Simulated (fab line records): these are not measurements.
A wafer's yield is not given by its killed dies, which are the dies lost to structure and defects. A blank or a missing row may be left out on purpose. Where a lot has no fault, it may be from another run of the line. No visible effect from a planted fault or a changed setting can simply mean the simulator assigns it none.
Which tool did it?    flow sky130    18 wafers from 6 lots sampled at 3 of the route's 708 steps

## WHAT THE GAUGES READ, wafer by wafer
SKY_NWELL_OVL_MEAS_10.
lot   measured     on          NWELL_00_OVL (nm)
L450  day 5 06:26  overlay-01  3.5 1.1 1.7
L452  day 5 18:46  overlay-02  1.3 2.2 0.9
L454  day 6 07:13  overlay-01  0.3 -0.8 -1.6
L469  day 9 23:41  overlay-02  2.3 1.8 3.7

## EACH LOT AND THE TOOL THAT RAN IT (in order: tool; ch and the chambers of the sampled wafers; start)
lot   SKY_FIELD_ISO_ETCH_15             SKY_FIELD_ISO_ETCH_17
L450  rieDiel-04 ch 0,1,2, day 2 20:13  rieSi-01 ch 0,1,2, day 2 20:20
L452  rieDiel-02 ch 2,3, day 3 08:32    rieSi-01 ch 1,3, day 3 08:41
L454  rieDiel-01 ch 1,2, day 3 19:14    rieSi-01 ch 0,1,2, day 3 19:23
L460  rieDiel-01 ch 1,3, day 5 00:56    rieSi-01 ch 0,2,3, day 5 01:05
L462  rieDiel-02 ch 1,2,3, day 5 10:26  rieSi-01 ch 0,3, day 5 10:35
L469  rieDiel-02 ch 0,1,3, day 6 22:05  rieSi-01 ch 0,2,3, day 6 22:14
- SKY_FIELD_ISO_ETCH_15: etches the open film in CHF3/O2, stops on Si, target depth 180 nm, time 72 s.
- SKY_FIELD_ISO_ETCH_17: etches Si in HBr/Cl2/O2, target depth 342 nm, time 97.7 s.

## THE ANSWER, worked out from the rows above alone
Rule: the usual values come from the lots themselves. Put in order of their means at a reading, lots are off if they are a third of the lots or fewer, leave a main group of 4 or more, and stand apart from it by a gap of 3 or more times the standard deviation of the main group's means; of several such gaps the widest counts. If all means in a main group match to the digits the tables above print for the reading, that group is not used. Also off: a lot with no number at a reading for which 4 or more lots have one. Any other lot the step has rows for is counted as sound.
No lot is off on any of the readings shown, so nothing can be concluded from this.

## WHAT THE SIMULATOR HAD INSERTED
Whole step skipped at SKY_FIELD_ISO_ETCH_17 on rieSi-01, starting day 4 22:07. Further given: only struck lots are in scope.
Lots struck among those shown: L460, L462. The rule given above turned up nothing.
